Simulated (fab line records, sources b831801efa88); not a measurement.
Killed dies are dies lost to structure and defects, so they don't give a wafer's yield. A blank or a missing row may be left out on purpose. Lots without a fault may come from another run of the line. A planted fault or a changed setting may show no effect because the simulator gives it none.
Which tool did it? | flow sky130 | 6 lots, 18 wafers sampled, at 1 step of a route of 708

WHAT THE GAUGES READ, wafer by wafer
SKY_POLY_GATE_OVL_MEAS_14.
lot  | measured     | on         | POLY_GATE_OVL (nm)
L550 | day 16 20:33 | overlay-01 | -3 -4 -2
L553 | day 18 04:46 | overlay-02 | -5 1 -4
L559 | day 20 16:40 | overlay-01 | -4 -3 -3
L561 | day 21 04:20 | overlay-02 | 3 1 -2
L563 | day 21 22:26 | overlay-02 | 1 -1 0
L569 | day 24 00:27 | overlay-01 | 1 6 0

WHICH TOOL RAN EACH LOT (tool, then ch and the chambers of the sampled wafers, then the start)
The record holds no process step before these readings.

THE ANSWER, worked out from the rows above alone
Rule: what is usual is taken from the lots themselves. Put in order of their means at a reading, lots are off if they are a third of the lots or fewer, leave a main group of 4 or more, and stand apart from it by a gap of 3 or more times the standard deviation of the main group's means; of several such gaps the widest counts. A main group whose means are all the same, to the digits that the tables above print for the reading, isn't used. A lot without any number at a reading at which 4 lots or more have one is off too. The other lots that the step has rows for count as sound.
No lot is off at any reading shown: from this, nothing can be told.

WHAT THE SIMULATOR HAD PUT IN
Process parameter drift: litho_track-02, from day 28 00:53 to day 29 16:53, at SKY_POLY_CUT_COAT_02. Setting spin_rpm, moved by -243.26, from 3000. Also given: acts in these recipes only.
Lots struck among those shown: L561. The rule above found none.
